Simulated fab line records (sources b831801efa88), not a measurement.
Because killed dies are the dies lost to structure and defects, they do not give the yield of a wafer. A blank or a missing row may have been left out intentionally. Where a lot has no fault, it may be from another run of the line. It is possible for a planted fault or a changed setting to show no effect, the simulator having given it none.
A lot that was struck, set against a sound lot / flow sky130 / 14 steps out of a route of 708
Sound: wafers L246.3, L246.4, L246.6. Wafers L255.1, L255.2, L255.4 were the ones struck. The cause is given at the end.
At each step with rows: each side's tool, then ch and its chambers, then its first start. Under that, the readings that differ: sound wafers / struck wafers / difference of the means / sigmas: that difference in standard deviations of wafers without a fault.
alike: words and numbers the same on both sides, and readings whose means are apart by under 2 such deviations; not compared: readings that were withheld, readings missing a value for some wafer, numbers with overlapping values and no deviation given by the record, and bounds like >300 which may hide the same value.
The two part at a step that has a row with sigmas, a row that says differs or no value, or rows on one side only. Numbers that have no deviation but don't overlap get no sigmas and don't part them. A reading missing from all wafers of one side parts the sides only when that side holds two or more wafers.

first, 1 step without rows for these wafers: SKY_VT_ADJUST_NCORE_DEVELOP_06 (develop time 60 s).
SKY_VT_ADJUST_NCORE_CD_MEAS_07 targets a cd of 380 nm.
  sound: cd_sem-02 at day 9 06:47; struck: cd_sem-01 at day 12 01:28
  alike: cd_nm
SKY_VT_ADJUST_NCORE_OVL_MEAS_08:
  sound: overlay-01 at day 9 06:52; struck: overlay-01 at day 12 01:35
  alike: VT_ADJUST_NCORE_OVL
then, 1 step without rows for these wafers: SKY_VT_ADJUST_NCORE_IMPLANT_09.
SKY_VT_ADJUST_NCORE_STRIP_10: strips in O2/N2.
  sound on plasma_asher-04 ch 0,1, day 9 07:05; struck on plasma_asher-04 ch 0,1, day 12 01:46
  alike: drypump_motor_current_A, oes_product_au, strip_time_to_endpoint_s
  not compared: rf_hours_counter_h
SKY_VT_ADJUST_NCORE_TW_MEAS_11:
  sound: film_metro-01 at day 9 07:10; struck: film_metro-02 at day 12 01:52
reading=VT_ADJUST_NCORE_TW; sound=220.3 219.2 220.3; struck=215.3 215.9 215.9; difference=-4.2; sigmas=-2
then, 6 steps without rows for these wafers: SKY_VT_ADJUST_HVTR_DEHYDRATE_00 (time 60 s); SKY_VT_ADJUST_HVTR_HMDS_01 (prime time 60 s); SKY_VT_ADJUST_HVTR_COAT_02 (resist thk 1140 nm); SKY_VT_ADJUST_HVTR_SOFTBAKE_03 (time 60 s); SKY_VT_ADJUST_HVTR_EXPOSE_04 (exposes mask HVTRM, target cd 380 nm); SKY_VT_ADJUST_HVTR_PEB_05.
SKY_VT_ADJUST_HVTR_DEVELOP_06: develop time 60 s.
  struck on litho_track-01, day 13 00:52; sound on litho_track-04 ch 0, day 10 05:20
  no value came back on the struck wafers for chill_plate_temp_C (C), develop_time_s (s); on the sound wafers chill_plate_temp_C (C) reads 22.69 22.92 22.94
SKY_VT_ADJUST_HVTR_CD_MEAS_07 targets a cd of 380 nm.
  sound: cd_sem-02 at day 10 05:29; struck: cd_sem-01 at day 13 01:01
reading=cd_nm (nm); sound=379.3 381.6 379.3; struck=- - -; difference=no value on the struck wafers; sigmas=

WHERE THEY PART
Earliest at SKY_VT_ADJUST_NCORE_TW_MEAS_11; latest, in this record, at SKY_VT_ADJUST_HVTR_CD_MEAS_07.

WHY: what the simulator had put in
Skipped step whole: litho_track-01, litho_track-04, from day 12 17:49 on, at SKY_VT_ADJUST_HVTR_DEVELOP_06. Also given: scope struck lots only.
